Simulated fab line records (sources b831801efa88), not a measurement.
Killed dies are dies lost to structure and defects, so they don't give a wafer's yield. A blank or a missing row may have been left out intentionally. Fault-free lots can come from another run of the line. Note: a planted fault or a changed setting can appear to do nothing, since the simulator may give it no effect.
A struck lot beside a sound one :: flow sky130 :: 18 out of 708 route steps
Sound: wafers L954.1, L954.3, L954.4. Struck: wafer L973.5 (left out: L973.3, a lot-mate that was not struck); the cause follows at the end.
Per side, at each step with rows, come the tool, then ch with its chambers, and then its first start. Under that, the readings that differ: sound wafers :: struck wafers :: difference of the means :: sigmas: that difference in standard deviations of wafers without a fault.
alike: readings with means less than 2 such deviations apart, plus words and numbers identical on both sides. not compared: withheld readings, readings lacking a value on some wafer, bounds such as >300 that could conceal the same value, and numbers that have no deviation in the record and whose values overlap.
The two part at a step that has a row with sigmas, a row that says differs or no value, or rows on one side only. Numbers that have no deviation but don't overlap get no sigmas and don't part them. A reading missing from all wafers of one side parts the sides only when that side holds two or more wafers.

first, 3 steps without rows for these wafers: SKY_SONOS_ONO_WET_ETCH_18 (etches Si3N4 in H3PO4, target depth 15 nm, time 172 s); SKY_GATE_OXIDE_CLEAN_00 (cleans in SC1/SC2, time 150 s); SKY_GATE_OXIDE_OXIDATION_01 (stabilise 600 s, purge 300 s, target thk 10.268 nm).
SKY_GATE_OXIDE_THK_MEAS_02:
  sound on filmMetro-04, day 12 18:38; struck on filmMetro-03, day 19 05:10
  alike: GATE_OXIDE_OXIDATION_00_THK
then, 7 steps without rows for these wafers: SKY_GATE_OXIDE_DEHYDRATE_03 (time 60 s); SKY_GATE_OXIDE_HMDS_04 (prime time 60 s); SKY_GATE_OXIDE_COAT_05 (resist thk 1140 nm); SKY_GATE_OXIDE_SOFTBAKE_06 (time 60 s); SKY_GATE_OXIDE_EXPOSE_07 (exposes mask LVOM, target cd 600 nm); SKY_GATE_OXIDE_PEB_08; SKY_GATE_OXIDE_DEVELOP_09 (develop time 60 s).
SKY_GATE_OXIDE_OVL_MEAS_10:
  sound on overlay-02, day 13 19:19; struck on overlay-02, day 20 12:13
  alike: GATE_OXIDE_OVL
SKY_GATE_OXIDE_IMPLANT_11:
  sound on implanter-02 ch 0, day 13 19:22; struck on implanter-02 ch 0, day 20 12:17
  alike: faradayCurrentUA
then, 1 step without rows for these wafers: SKY_GATE_OXIDE_WET_ETCH_12 (etches SiO2 in dHF, target depth 16.8 nm, time 336 s).
SKY_GATE_OXIDE_STRIP_13: strips in O2/N2.
  sound on plasmaAsher-03 ch 0,1, day 13 19:37; struck on plasmaAsher-04 ch 0, day 20 12:32
  alike: drypumpMotorCurrentA, oesProductAu, stripTimeToEndpointS
  not compared: rfHoursCounterH
SKY_GATE_OXIDE_TW_MEAS_14:
  sound on filmMetro-02, day 13 19:43; struck on filmMetro-04, day 20 12:38
reading: GATE_OXIDE_TW
sound: 225.3 225.9 226.5
struck: 220.0
difference: -5.9
sigmas: -3
then, 1 step without rows for these wafers: SKY_GATE_OXIDE_CLEAN_15 (cleans in SC1/SC2, time 150 s).
-- record jumps: 30 days separate the struck wafers' starts on either side; left off in module GATE_OXIDE, taken up again in module PAD_OPEN, whose first shown step is the route's number 708 --
SKY_PAD_OPEN_PROBE_99:
  sound on prober-02, day 45 15:29; struck on prober-01, day 50 05:26
reading: model.etest.tipP.rsOhmSqRange
sound: 174.5 200.3 152.4
struck: 470.7
difference: +295.0
sigmas: 

reading: model.etest.nfet_01v8.driveUaUmRange
sound: 9.837 13.46 6.259
struck: 36.75
difference: +26.90
sigmas: 

reading: model.etest.pfet_01v8.driveUaUmRange
sound: 8.438 8.428 7.483
struck: 28.49
difference: +20.37
sigmas: 

reading: model.etest.nfet_01v8.driveUaUmRimLessCentre
sound: 6.88 0.2489 3.961
struck: 9.914
difference: +6.217
sigmas: 

reading: model.etest.pfet_01v8.driveUaUmRimLessCentre
sound: 2.128 3.345 1.845
struck: -9.057
difference: -11.496
sigmas: 

reading: model.etest.pfet_01v8_lvt.vtVRange
sound: 0.01847 0.02558 0.01507
struck: 0.3309
difference: +0.3112
sigmas: 

reading: model.etest.pfet_01v8.vtVRange
sound: 0.02051 0.02856 0.02597
struck: 0.1248
difference: +0.0998
sigmas: 

reading: model.etest.pfet_01v8_lvt.vtVRimLessCentre
sound: 0.002729 0.005758 0.00303
struck: -0.05889
difference: -0.06273
sigmas: 
  alike: killed_at_M0_to_M3, killed_at_M4_up, killedAtContacts, killedAtFrontEnd, killedAtOther, killedDies, killedOpen, killedShort

## WHERE THEY PART
Only at SKY_GATE_OXIDE_TW_MEAS_14, within this record. Later steps at which nothing parts them and some readings are alike: SKY_PAD_OPEN_PROBE_99.

WHY: what the simulator had put in
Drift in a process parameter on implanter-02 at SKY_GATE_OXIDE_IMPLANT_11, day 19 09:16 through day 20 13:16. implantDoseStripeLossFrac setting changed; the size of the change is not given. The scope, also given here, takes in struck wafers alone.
